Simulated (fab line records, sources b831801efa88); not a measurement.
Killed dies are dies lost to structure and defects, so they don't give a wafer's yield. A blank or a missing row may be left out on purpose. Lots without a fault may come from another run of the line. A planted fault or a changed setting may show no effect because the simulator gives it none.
fab line records | flow sky130
record lots=12 wafers=36 last_day=50
route steps=708 shown METAL2@501 VIA2@519 PAD_OPEN@708
lots that met no fault: from a run of the same line without faults
start_h: hours from the record's first day to the start of the lot's first wafer shown | wait_h: hours since the lot's step before | " the same as in the row above | L1.1+2: a row that stands for several wafers | - no value, or no start given | * or withheld: withheld | < > ~ a bound
route shown NAME@n: a module of which the file shows steps, and the number in the route of the first | usual: mean/standard deviation of fault-free wafers | same: alike in all rows | chamber/n: place in a boat | sites: the reading at each site | _std_site: their standard deviation | _edge_site: outer sites' mean less inner sites' | radius_mm: how far each site lies from the wafer's centre | mask NAME#n: copy n | behind: the tool/chamber that last shaped the wafer | hold: why the lot was held/for how many hours/how that ended | device: the transistor (n, p or np) that didn't switch | end of line: the same wafers' tests at the end of the route | a step without rows: its recipe alone | killed: dies lost to structure and defects at the first sort, not the wafer's yield | map: a wafer's dies, x killed, . not, _ none there
set.NAME: the setting as run; set.NAME@STEP: as run at that earlier step | model.NAME: the simulator's own value behind a step, which no gauge read
steps of the route over a sample of lots; a table a step, a row a wafer
services: from which hour (start_h, from the record's first day; less than 0 if before it) a tool's chamber was out of use, for how many hours, and why
## steps
# step SKY_METAL2_ETCH_18
# recipe chemistry=N2/H2 target=BARC ion_energy_ev=200 bias_w=100 pressure_mtorr=30 n2_flow_sccm=100 h2_flow_sccm=200 icp_w=500 stop_on=SiO2 time_s=45.9 target_depth_a=600
# usual chamber_pressure_mTorr=30.00/0.042 drypump_motor_current_A=6.2/0.38 h2_flow_sccm=200.0/0.64 oes_product_au=0.855/0.0054 throttle_valve_pct=13.225/0.009
# columns lot.wafer tool chamber start_h wait_h chamber_pressure_mTorr drypump_motor_current_A h2_flow_sccm oes_product_au rf_hours_counter_h throttle_valve_pct
L426.1 rie_metal-01 0 834.92 0.0 30.00 5.6 200.9 0.854 1 13.229
L426.5 " 1 " " 30.04 6.8 200.4 0.853 - 13.231
L426.6 " 0 " " 30.00 5.6 200.1 0.861 - 13.237
L428.1 rie_metal-04 1 851.62 0.0 30.03 6.1 201.0 0.846 8 13.225
L428.3 " 0 " " 30.03 6.1 200.4 0.852 - 13.236
L428.5 " 1 " " 29.98 6.1 201.4 0.858 - 13.211
L429.2 rie_metal-01 0 854.77 0.0 30.00 5.6 199.1 0.852 2 13.208
L429.3 " 1 " " 30.00 6.9 199.6 0.862 - 13.223
L429.4 " 0 " " 29.98 5.6 198.9 0.861 - 13.221
L431.2 rie_metal-02 1 873.32 0.0 29.98 6.3 200.7 0.846 7 13.221
L431.4 " 0 " " 30.02 6.2 199.5 0.854 - 13.227
L431.6 " 0 " " 30.00 6.2 200.3 0.845 - 13.225
L434.2 rie_metal-04 1 898.40 0.0 29.98 6.1 200.2 0.860 10 13.229
L434.4 " 0 " " 30.03 6.1 199.5 0.862 - 13.196
L434.5 " 0 " " 29.96 6.1 200.4 0.856 - 13.229
L435.1 rie_metal-04 0 911.87 0.0 30.01 6.1 199.1 0.856 14 13.230
L435.3 " 0 " " 30.00 6.1 200.1 0.851 - 13.214
L435.6 " 0 " " 29.95 6.2 199.1 0.861 - 13.221
L436.2 rie_metal-04 1 916.92 0.0 30.01 6.1 200.8 0.858 11 13.228
L436.3 " 0 " " 30.01 6.2 201.6 0.856 - 13.231
L436.6 " 1 " " 30.02 6.1 200.4 0.854 - 13.233
L437.2 rie_metal-04 0 920.27 0.0 30.00 6.1 200.9 0.863 14 13.214
L437.3 " 0 " " 30.03 6.2 201.0 0.858 - 13.243
L437.4 " 1 " " 30.00 6.1 199.1 0.858 - 13.229
L444.3 rie_metal-04 0 975.14 0.0 29.98 6.2 200.3 0.853 - 13.228
L444.4 " 1 " " 29.99 6.1 200.3 0.859 - 13.225
L444.5 " 0 " " 30.03 6.2 200.1 0.854 - 13.210
L445.1 rie_metal-02 0 978.52 0.0 29.98 6.2 199.7 0.852 15 13.242
L445.2 " 1 " " 29.99 6.3 199.9 0.845 12 13.227
L445.4 " 1 " " 29.98 6.3 199.8 0.847 - 13.224
L446.4 rie_metal-01 0 981.59 0.0 30.03 5.6 199.2 0.847 - 13.230
L446.5 " 1 " " 30.04 6.8 200.2 0.855 - 13.218
L446.6 " 0 " " 29.99 5.6 198.9 0.858 - 13.224
L447.2 rie_metal-01 1 985.87 0.0 29.99 6.8 200.5 0.852 16 13.226
L447.3 " 1 " " 30.00 6.8 199.9 0.854 - 13.195
L447.5 " 0 " " 30.00 5.6 201.1 0.844 - 13.225
# step SKY_VIA2_CD_MEAS_12
# recipe target_cd_nm=200
# usual cd_nm=200.1/1.3
# columns lot.wafer tool chamber start_h wait_h cd_nm
L426.1 cd_sem-02 - 862.49 - 201.2
L426.5 " - " " 200.9
L426.6 " - " " 200.7
L428.1 cd_sem-02 - 878.42 - 200.4
L428.3 " - " " 201.0
L428.5 " - " " 200.0
L429.2 cd_sem-02 - 882.23 - 199.3
L429.3 " - " " 200.2
L429.4 " - " " 199.4
L431.2 cd_sem-01 - 900.11 - 199.5
L431.4 " - " " 201.3
L431.6 " - " " 201.4
L434.2 cd_sem-02 - 924.69 - 200.6
L434.4 " - " " 200.2
L434.5 " - " " 199.0
L435.1 cd_sem-01 - 940.56 - 201.0
L435.3 " - " " 201.8
L435.6 " - " " 201.5
L436.2 cd_sem-02 - 943.18 - 202.9
L436.3 " - " " 202.2
L436.6 " - " " 201.5
L437.2 cd_sem-01 - 947.11 - 199.5
L437.3 " - " " 199.1
L437.4 " - " " 200.2
L444.3 cd_sem-02 - 999.98 - 200.7
L444.4 " - " " 200.4
L444.5 " - " " 201.0
L445.1 cd_sem-02 - 1003.76 - 200.9
L445.2 " - " " 200.8
L445.4 " - " " 201.4
L446.4 cd_sem-01 - 1006.03 - 200.1
L446.5 " - " " 200.5
L446.6 " - " " 200.1
L447.2 cd_sem-01 - 1010.48 - 199.0
L447.3 " - " " 197.0
L447.5 " - " " 198.6
# step SKY_VIA2_OVL_MEAS_13
# usual VIA2_OVL=2/5.9
# columns lot.wafer tool chamber start_h wait_h VIA2_OVL[nm]
L426.1 overlay-02 - 862.61 0.1 -6
L426.5 " - " " -8
L426.6 " - " " -7
L428.1 overlay-01 - 878.54 0.1 -5
L428.3 " - " " -6
L428.5 " - " " -4
L429.2 overlay-01 - 882.34 0.1 4
L429.3 " - " " 8
L429.4 " - " " -2
L431.2 overlay-02 - 900.21 0.1 -2
L431.4 " - " " -1
L431.6 " - " " 1
L434.2 overlay-02 - 924.79 0.1 -6
L434.4 " - " " -6
L434.5 " - " " 9
L435.1 overlay-02 - 940.68 0.1 -5
L435.3 " - " " -4
L435.6 " - " " -1
L436.2 overlay-02 - 943.29 0.1 -3
L436.3 " - " " 3
L436.6 " - " " -1
L437.2 overlay-01 - 947.21 0.1 0
L437.3 " - " " 3
L437.4 " - " " -2
L444.3 overlay-01 - 1000.07 0.1 14
L444.4 " - " " 9
L444.5 " - " " 10
L445.1 overlay-02 - 1003.88 0.1 9
L445.2 " - " " 7
L445.4 " - " " 8
L446.4 overlay-01 - 1006.10 0.1 -3
L446.5 " - " " 4
L446.6 " - " " 10
L447.2 overlay-02 - 1010.59 0.1 -1
L447.3 " - " " -2
L447.5 " - " " 2
# step SKY_VIA2_SPUTTER_20
# recipe material=TiN target_thk_nm=20 chamber_pressure_pa=5 power_w=4000 time_s=80
# usual cathode_dc_power_W=4000.0/0.74 chamber_pressure_pa=5.001/0.0096 throttle_valve_pct=29.7/0.91
# columns lot.wafer tool chamber start_h wait_h cathode_dc_power_W chamber_pressure_pa throttle_valve_pct
L426.1 pvd_sputter-04 - 863.34 0.0 3999.8 5.010 29.1
L426.5 " - " " 3998.7 5.016 29.8
L426.6 " - " " 3999.9 5.007 30.8
L428.1 pvd_sputter-02 - 879.28 0.0 4000.6 5.010 28.3
L428.3 " - " " 3999.6 5.020 29.2
L428.5 " - " " 3998.7 5.004 28.0
L429.2 pvd_sputter-03 - 883.07 0.0 3999.6 5.003 31.3
L429.3 " - " " 4001.2 4.991 28.9
L429.4 " - " " 4000.3 5.021 29.9
L431.2 pvd_sputter-02 - 900.94 0.0 4000.1 5.006 29.1
L431.4 " - " " 3999.4 4.996 30.3
L431.6 " - " " 3999.8 5.010 28.2
L434.2 pvd_sputter-02 - 925.53 0.0 4000.5 5.001 30.4
L434.4 " - " " 3998.9 5.002 29.5
L434.5 " - " " 4001.2 4.992 29.6
L435.1 pvd_sputter-04 - 941.42 0.0 - - -
L435.3 " - " " - - -
L435.6 " - " " - - -
L436.2 pvd_sputter-04 - 944.05 0.0 - - -
L436.3 " - " " - - -
L436.6 " - " " - - -
L437.2 pvd_sputter-04 - 947.98 0.0 3999.4 5.015 29.8
L437.3 " - " " 4000.0 4.995 30.8
L437.4 " - " " 3999.6 4.998 29.7
L444.3 pvd_sputter-04 - 1000.96 0.0 4000.4 5.006 28.7
L444.4 " - " " 3999.9 5.007 29.4
L444.5 " - " " 3999.6 5.015 29.8
L445.1 pvd_sputter-04 - 1004.65 0.0 3999.7 4.989 28.7
L445.2 " - " " 4000.7 5.009 29.9
L445.4 " - " " 4000.7 4.980 29.7
L446.4 pvd_sputter-02 - 1006.95 0.0 3998.4 5.013 29.1
L446.5 " - " " 4000.0 5.009 30.5
L446.6 " - " " 3999.9 4.993 29.4
L447.2 pvd_sputter-03 - 1011.41 0.0 3999.1 5.005 30.0
L447.3 " - " " 4000.4 4.986 30.9
L447.5 " - " " 3999.3 4.994 28.9
# step SKY_PAD_OPEN_PROBE_99
# usual defect_limited_yield=82.5/2 killed_at_M0_to_M3=42/6.6 killed_at_M4_up=3.1/1.9 killed_at_contacts=25/5.7 killed_at_front_end=16/5 killed_at_other=0.2/0.38 killed_dies=86/9.6 killed_on_rim=16/4 killed_open=47/7.2 killed_short=39/6.2 sort_bin_3_pad_short=0.9/0.44 sort_bin_5_function=10.3/1.5 sort_bin_6_memory=6.2/1.1 sort_n_pass=406/9.6 sort_yield_pct=82.5/2
# same gross_dies=492 killed_at_back_side=0 sort_bin_4_leakage[%]=0 sort_bin_8_speed[%]=0
# columns lot.wafer tool chamber start_h wait_h hold defect_limited_yield[%] killed_at_M0_to_M3 killed_at_M4_up killed_at_contacts killed_at_front_end killed_at_other killed_dies killed_on_rim killed_open killed_short sort_bin_3_pad_short[%] sort_bin_5_function[%] sort_bin_6_memory[%] sort_n_pass sort_yield_pct[%]
L426.1 prober-01 - 1088.08 0.1 - 82.3 39 6 24 18 0 87 18 45 42 1.8 8.9 6.9 405 82.3
L426.5 prober-01 - 1088.28 0.2 - 85.4 43 3 17 8 1 72 18 38 33 1.6 7.7 5.3 420 85.4
L426.6 prober-01 - 1088.33 0.2 - 82.3 48 6 17 15 1 87 15 40 47 1.0 10.6 6.1 405 82.3
L428.1 prober-01 - 1099.93 0.1 - 82.5 44 4 24 14 0 86 15 50 36 1.0 9.1 7.3 406 82.5
L428.3 prober-01 - 1100.03 0.2 - 82.7 33 3 29 20 0 85 17 38 47 0.2 10.2 6.9 407 82.7
L428.5 prober-01 - 1100.13 0.2 - 79.7 39 0 40 21 0 100 24 57 43 1.2 12.6 6.5 392 79.7
L429.2 prober-02 - 1101.79 0.1 - 81.5 34 3 36 18 0 91 15 52 39 0.6 12.4 5.5 401 81.5
L429.3 prober-02 - 1101.84 0.2 - 81.3 51 2 25 13 1 92 22 48 44 1.0 11.2 6.5 400 81.3
L429.4 prober-02 - 1101.89 0.2 - 79.9 44 3 36 16 0 99 20 54 45 1.2 12.0 6.9 393 79.9
L431.2 prober-02 - 1118.91 0.1 - 80.1 37 3 33 25 0 98 16 45 53 1.8 11.4 6.7 394 80.1
L431.4 prober-02 - 1119.01 0.2 - 79.7 53 2 29 15 1 100 20 63 37 0.4 13.2 6.7 392 79.7
L431.6 prober-02 - 1119.11 0.2 - 78.0 39 5 28 35 1 108 25 56 52 1.2 12.0 8.7 384 78.0
L434.2 prober-01 - 1136.84 0.1 - 83.7 47 4 17 12 0 80 20 40 40 1.0 7.5 7.7 412 83.7
L434.4 prober-01 - 1136.94 0.2 - 78.5 53 4 33 16 0 106 25 61 45 1.2 16.1 4.3 386 78.5
L434.5 prober-01 - 1136.99 0.2 - 83.7 30 1 32 17 0 80 16 46 34 1.0 8.7 6.5 412 83.7
L435.1 prober-02 - 1147.68 0.1 await_dispo/5.1h/scrap 0 441 2 30 19 0 492 96 46 39 0.6 93.3 6.1 0 0
L435.3 prober-02 - 1147.78 0.2 await_dispo/5.1h/scrap 0 441 4 27 19 1 492 96 54 33 0.6 94.5 4.9 0 0
L435.6 prober-02 - 1147.93 0.2 await_dispo/5.1h/scrap 0 441 8 29 13 1 492 96 54 41 1.0 93.7 5.3 0 0
L436.2 prober-01 - 1149.18 0.1 await_dispo/1.5h/scrap 0 446 6 25 14 1 492 96 49 40 1.0 93.3 5.7 0 0
L436.3 prober-01 - 1149.23 0.2 await_dispo/1.5h/scrap 0 458 0 15 18 1 492 96 37 45 0.6 92.3 7.1 0 0
L436.6 prober-01 - 1149.38 0.2 await_dispo/1.5h/scrap 0 448 4 21 19 0 492 96 42 48 1.6 92.9 5.5 0 0
L437.2 prober-02 - 1152.74 0.1 - 80.5 35 6 35 20 0 96 19 49 47 1.6 10.6 7.3 396 80.5
L437.3 prober-02 - 1152.79 0.2 - 83.7 34 3 27 16 0 80 15 40 40 0.8 9.8 5.7 412 83.7
L437.4 prober-02 - 1152.84 0.2 - 80.3 52 4 28 13 0 97 19 51 46 1.6 11.6 6.5 395 80.3
L444.3 prober-01 - 1191.95 0.2 - 83.7 35 8 19 18 0 80 15 45 35 0.2 10.4 5.7 412 83.7
L444.4 prober-01 - 1192.00 0.2 - 84.6 40 3 19 14 0 76 14 42 34 0.4 8.7 6.3 416 84.6
L444.5 prober-01 - 1192.05 0.2 - 83.5 43 2 22 14 0 81 17 45 36 0.4 10.0 6.1 411 83.5
L445.1 prober-02 - 1193.35 0.1 - 83.5 33 5 23 20 0 81 18 44 37 1.0 10.6 4.9 411 83.5
L445.2 prober-02 - 1193.40 0.1 - 84.1 39 2 21 16 0 78 15 42 36 1.2 8.7 5.9 414 84.1
L445.4 prober-02 - 1193.50 0.2 - 86.4 30 2 24 11 0 67 9 40 27 1.4 6.3 5.9 425 86.4
L446.4 prober-01 - 1195.65 0.2 - 80.1 57 4 20 17 0 98 20 59 39 0.4 11.2 8.3 394 80.1
L446.5 prober-01 - 1195.70 0.2 - 82.7 35 4 21 25 0 85 12 44 41 0.8 9.8 6.7 407 82.7
L446.6 prober-01 - 1195.75 0.2 - 85.0 42 4 16 12 0 74 10 36 38 1.0 8.9 5.1 418 85.0
L447.2 prober-02 - 1197.85 0.1 - 84.8 35 4 20 16 0 75 11 43 32 0.6 8.1 6.5 417 84.8
L447.3 prober-02 - 1197.90 0.2 - 84.6 43 4 24 5 0 76 17 43 33 0.8 9.1 5.5 416 84.6
L447.5 prober-02 - 1198.00 0.2 - 85.0 38 5 22 9 0 74 18 40 34 0.8 8.5 5.7 418 85.0
# killed by level:class
L426.1 VIA1:geometric_particle:open=11 LI_CONTACT:geometric_particle:open=8 CONTACT:geometric_particle:open=6 VIA3:geometric_particle:open=6 POLY_GATE:geometric_particle:short=5 CONTACT:geometric_particle:short=5 METAL4:geometric_particle:short=5 FIELD_ISO:geometric_particle:short=4
L426.5 CONTACT:geometric_particle:open=10 VIA1:geometric_particle:open=9 VIA1:geometric_particle:short=6 METAL2:geometric_particle:short=5 VIA2:geometric_particle:open=5 METAL3:geometric_particle:short=5 POLY_GATE:geometric_particle:open=4 VIA3:geometric_particle:open=4
L426.6 METAL2:geometric_particle:short=10 VIA1:geometric_particle:open=10 CONTACT:geometric_particle:open=6 METAL1:geometric_particle:short=6 VIA1:geometric_particle:short=6 VIA3:geometric_particle:open=5 FIELD_ISO:geometric_particle:short=4 CONTACT:geometric_particle:short=4
L428.1 VIA1:geometric_particle:open=10 CONTACT:geometric_particle:open=10 METAL1:geometric_particle:short=8 VIA2:geometric_particle:open=7 VIA3:geometric_particle:open=5 FIELD_ISO:geometric_particle:open=4 POLY_GATE:geometric_particle:open=4 LI_CONTACT:geometric_particle:open=4
L428.3 CONTACT:geometric_particle:open=9 CONTACT:geometric_particle:short=7 FIELD_ISO:geometric_particle:short=6 LI_CONTACT:geometric_particle:open=6 FIELD_ISO:geometric_particle:open=5 METAL1:geometric_particle:short=5 VIA2:geometric_particle:open=4 LOCAL_INTERCONNECT:geometric_particle:short=4
L428.5 LI_CONTACT:geometric_particle:open=14 VIA1:geometric_particle:open=12 CONTACT:geometric_particle:open=11 CONTACT:geometric_particle:short=8 POLY_GATE:geometric_particle:short=6 VIA2:geometric_particle:open=6 POLY_GATE:geometric_particle:open=5 VIA3:geometric_particle:short=5
L429.2 CONTACT:geometric_particle:open=12 LI_CONTACT:geometric_particle:open=12 VIA1:geometric_particle:open=8 LOCAL_INTERCONNECT:geometric_particle:short=7 FIELD_ISO:geometric_particle:short=5 METAL1:geometric_particle:short=5 FIELD_ISO:geometric_particle:open=4 METAL2:geometric_particle:short=4
L429.3 VIA1:geometric_particle:open=12 LI_CONTACT:geometric_particle:open=8 POLY_GATE:geometric_particle:open=7 VIA1:geometric_particle:short=7 VIA3:geometric_particle:open=7 METAL1:geometric_particle:short=6 LOCAL_INTERCONNECT:geometric_particle:short=6 CONTACT:geometric_particle:open=6
L429.4 CONTACT:geometric_particle:open=12 LI_CONTACT:geometric_particle:open=10 VIA1:geometric_particle:open=7 LOCAL_INTERCONNECT:geometric_particle:short=7 VIA1:geometric_particle:short=6 METAL1:geometric_particle:short=6 VIA3:geometric_particle:open=6 POLY_GATE:geometric_particle:open=5
L431.2 CONTACT:geometric_particle:open=10 CONTACT:geometric_particle:short=9 FIELD_ISO:geometric_particle:short=8 LI_CONTACT:geometric_particle:open=8 VIA1:geometric_particle:short=6 FIELD_ISO:geometric_particle:open=5 POLY_GATE:geometric_particle:short=5 VIA1:geometric_particle:open=5
L431.4 CONTACT:geometric_particle:open=14 VIA1:geometric_particle:open=11 VIA2:geometric_particle:open=8 VIA1:geometric_particle:short=8 VIA3:geometric_particle:open=7 FIELD_ISO:geometric_particle:open=6 METAL2:geometric_particle:short=6 POLY_GATE:geometric_particle:open=5
L431.6 CONTACT:geometric_particle:open=13 FIELD_ISO:geometric_particle:open=9 FIELD_ISO:geometric_particle:short=9 POLY_GATE:geometric_particle:open=9 METAL2:geometric_particle:short=8 VIA2:geometric_particle:open=6 POLY_GATE:geometric_particle:short=5 METAL1:geometric_particle:short=5
L434.2 VIA3:geometric_particle:open=9 METAL1:geometric_particle:short=8 VIA1:geometric_particle:open=8 CONTACT:geometric_particle:short=7 FIELD_ISO:geometric_particle:short=6 CONTACT:geometric_particle:open=5 VIA1:geometric_particle:short=4 METAL3:geometric_particle:short=4
L434.4 VIA1:geometric_particle:open=17 CONTACT:geometric_particle:open=10 LI_CONTACT:geometric_particle:open=8 LOCAL_INTERCONNECT:geometric_particle:short=8 POLY_GATE:geometric_particle:open=6 METAL3:geometric_particle:short=5 METAL1:geometric_particle:short=5 VIA2:geometric_particle:open=5
L434.5 CONTACT:geometric_particle:open=13 VIA1:geometric_particle:open=9 METAL1:geometric_particle:short=8 CONTACT:geometric_particle:short=5 LOCAL_INTERCONNECT:geometric_particle:short=5 POLY_GATE:geometric_particle:short=4 POLY_GATE:geometric_particle:open=4 VIA2:geometric_particle:open=4
L435.1 VIA2:area_sputter=407 CONTACT:geometric_particle:open=11 FIELD_ISO:geometric_particle:open=7 LI_CONTACT:geometric_particle:open=7 VIA3:geometric_particle:open=7 FIELD_ISO:geometric_particle:short=6 VIA1:geometric_particle:short=6 LOCAL_INTERCONNECT:geometric_particle:short=5
L435.3 VIA2:area_sputter=405 VIA1:geometric_particle:open=12 LI_CONTACT:geometric_particle:open=10 FIELD_ISO:geometric_particle:open=9 CONTACT:geometric_particle:open=9 VIA2:geometric_particle:open=6 FIELD_ISO:geometric_particle:short=4 CONTACT:geometric_particle:short=4
L435.6 VIA2:area_sputter=397 LI_CONTACT:geometric_particle:open=10 VIA1:geometric_particle:open=9 CONTACT:geometric_particle:open=8 FIELD_ISO:geometric_particle:open=6 VIA1:geometric_particle:short=6 METAL4:geometric_particle:short=6 METAL2:geometric_particle:short=5
L436.2 VIA2:area_sputter=403 LI_CONTACT:geometric_particle:open=12 VIA1:geometric_particle:open=10 METAL2:geometric_particle:short=8 CONTACT:geometric_particle:open=6 METAL1:geometric_particle:short=6 POLY_GATE:geometric_particle:open=5 LOCAL_INTERCONNECT:geometric_particle:short=5
L436.3 VIA2:area_sputter=410 METAL1:geometric_particle:short=11 VIA1:geometric_particle:open=10 FIELD_ISO:geometric_particle:short=7 METAL2:geometric_particle:short=7 CONTACT:geometric_particle:short=6 VIA3:geometric_particle:open=6 FIELD_ISO:geometric_particle:open=4
L436.6 VIA2:area_sputter=402 VIA1:geometric_particle:open=10 METAL1:geometric_particle:short=8 LI_CONTACT:geometric_particle:open=6 FIELD_ISO:geometric_particle:short=5 POLY_GATE:geometric_particle:short=5 CONTACT:geometric_particle:open=5 CONTACT:geometric_particle:short=5
L437.2 CONTACT:geometric_particle:open=12 VIA1:geometric_particle:open=8 CONTACT:geometric_particle:short=7 LI_CONTACT:geometric_particle:open=7 METAL2:geometric_particle:short=6 SONOS_ONO:geometric_particle:open=5 POLY_GATE:geometric_particle:short=5 VIA1:geometric_particle:short=5
L437.3 METAL2:geometric_particle:short=10 CONTACT:geometric_particle:short=9 CONTACT:geometric_particle:open=8 LI_CONTACT:geometric_particle:open=7 VIA1:geometric_particle:open=5 POLY_GATE:geometric_particle:short=4 VIA1:geometric_particle:short=4 VIA3:geometric_particle:open=4
L437.4 VIA1:geometric_particle:open=16 LI_CONTACT:geometric_particle:open=8 LOCAL_INTERCONNECT:geometric_particle:short=7 METAL2:geometric_particle:short=7 VIA2:geometric_particle:open=7 VIA3:geometric_particle:open=6 VIA2:geometric_particle:short=5 FIELD_ISO:geometric_particle:open=4
L444.3 VIA1:geometric_particle:open=9 CONTACT:geometric_particle:open=9 METAL1:geometric_particle:short=7 LOCAL_INTERCONNECT:geometric_particle:short=6 POLY_GATE:geometric_particle:short=5 VIA2:geometric_particle:open=5 VIA3:geometric_particle:open=5 METAL4:geometric_particle:short=5
L444.4 LI_CONTACT:geometric_particle:open=9 VIA1:geometric_particle:open=7 VIA3:geometric_particle:open=6 FIELD_ISO:geometric_particle:short=5 CONTACT:geometric_particle:open=5 METAL1:geometric_particle:short=5 VIA1:geometric_particle:short=5 VIA2:geometric_particle:short=5
L444.5 VIA1:geometric_particle:open=10 CONTACT:geometric_particle:open=9 VIA1:geometric_particle:short=8 METAL1:geometric_particle:short=7 VIA2:geometric_particle:open=6 FIELD_ISO:geometric_particle:open=5 METAL2:geometric_particle:short=5 LI_CONTACT:geometric_particle:open=4
L445.1 LI_CONTACT:geometric_particle:open=8 CONTACT:geometric_particle:open=7 VIA1:geometric_particle:open=6 FIELD_ISO:geometric_particle:open=5 FIELD_ISO:geometric_particle:short=5 CONTACT:geometric_particle:short=5 VIA1:geometric_particle:short=5 METAL2:geometric_particle:short=5
L445.2 VIA1:geometric_particle:open=12 METAL1:geometric_particle:short=8 CONTACT:geometric_particle:open=7 LOCAL_INTERCONNECT:geometric_particle:short=6 VIA2:geometric_particle:open=6 VIA3:geometric_particle:short=5 FIELD_ISO:geometric_particle:short=4 LI_CONTACT:geometric_particle:open=4
L445.4 VIA1:geometric_particle:open=11 CONTACT:geometric_particle:open=7 LI_CONTACT:geometric_particle:open=6 LOCAL_INTERCONNECT:geometric_particle:short=6 POLY_GATE:geometric_particle:open=5 VIA2:geometric_particle:open=5 METAL2:geometric_particle:short=3 VIA3:geometric_particle:short=3
L446.4 VIA1:geometric_particle:open=14 VIA3:geometric_particle:open=10 VIA1:geometric_particle:short=9 POLY_GATE:geometric_particle:open=7 LI_CONTACT:geometric_particle:open=7 METAL2:geometric_particle:short=6 VIA2:geometric_particle:open=6 CONTACT:geometric_particle:open=5
L446.5 VIA1:geometric_particle:open=10 FIELD_ISO:geometric_particle:short=6 POLY_GATE:geometric_particle:open=6 CONTACT:geometric_particle:open=6 METAL2:geometric_particle:short=6 FIELD_ISO:geometric_particle:open=5 CONTACT:geometric_particle:short=5 VIA1:geometric_particle:short=4
L446.6 METAL2:geometric_particle:short=9 VIA1:geometric_particle:open=9 LOCAL_INTERCONNECT:geometric_particle:short=5 VIA2:geometric_particle:open=5 FIELD_ISO:geometric_particle:short=4 LI_CONTACT:geometric_particle:open=3 CONTACT:geometric_particle:open=3 VIA1:geometric_particle:short=3
L447.2 CONTACT:geometric_particle:open=11 VIA1:geometric_particle:open=9 POLY_GATE:geometric_particle:open=6 METAL1:geometric_particle:short=5 VIA3:geometric_particle:short=5 LI_CONTACT:geometric_particle:open=4 VIA1:geometric_particle:short=4 METAL4:geometric_particle:short=4
L447.3 VIA3:geometric_particle:open=10 VIA1:geometric_particle:open=10 CONTACT:geometric_particle:open=7 CONTACT:geometric_particle:short=6 LI_CONTACT:geometric_particle:open=5 VIA2:geometric_particle:open=5 VIA1:geometric_particle:short=4 METAL2:geometric_particle:short=4
L447.5 VIA1:geometric_particle:open=8 CONTACT:geometric_particle:open=7 LI_CONTACT:geometric_particle:open=6 VIA3:geometric_particle:open=6 CONTACT:geometric_particle:short=5 VIA1:geometric_particle:short=5 METAL1:geometric_particle:short=4 VIA2:geometric_particle:open=4
## services
# columns tool chamber start_h hours kind
pvd_sputter-04 - 814.06 4.8 repair
pvd_sputter-03 - 827.06 14.2 repair
pvd_sputter-03 - 834.33 1.8 repair
pvd_sputter-03 - 844.26 2.0 repair
pvd_sputter-03 - 852.36 2.8 repair
pvd_sputter-04 - 888.09 2.7 repair
pvd_sputter-02 - 898.85 0.9 repair
pvd_sputter-03 - 907.52 4.1 repair
pvd_sputter-04 3 924.76 - consumable_replace:kit
pvd_sputter-04 3 924.76 18.0 scheduled_down
pvd_sputter-04 3 924.76 18.0 vent_cycle
pvd_sputter-03 0 958.13 - consumable_replace:kit
pvd_sputter-03 0 958.13 18.0 scheduled_down
pvd_sputter-03 0 958.13 18.0 vent_cycle
pvd_sputter-02 - 997.40 1.4 repair
pvd_sputter-02 1 1001.78 - consumable_replace:kit
pvd_sputter-02 1 1001.78 18.0 scheduled_down
pvd_sputter-02 1 1001.78 18.0 vent_cycle
## key
first_sign step=SKY_VIA2_SPUTTER_20 reading=tool_record direction=missing
effect step=SKY_PAD_OPEN_PROBE_99 reading=killed_at_M0_to_M3 direction=up sigmas=61 usual=42 struck=446
more_kills_born_at SKY_VIA2_SPUTTER_20@pvd_sputter-04=2421
met_at SKY_VIA2_SPUTTER_20
struck_lots L435,L436
later_rows_left_out L435.1,L435.3,L435.6,L436.2,L436.3,L436.6
not_acting_at SKY_METAL2_ETCH_18,SKY_VIA2_CD_MEAS_12,SKY_VIA2_OVL_MEAS_13
onset_between 863.34 941.42
fault kind=skipped_step_whole tool=pvd_sputter-04 chamber=- onset_h=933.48 steps=SKY_VIA2_SPUTTER_20 scope=struck_lots_only
# later_rows_left_out: the simulator's readings of these wafers behind a module that went badly wrong aren't trusted and aren't shown, but for the sort
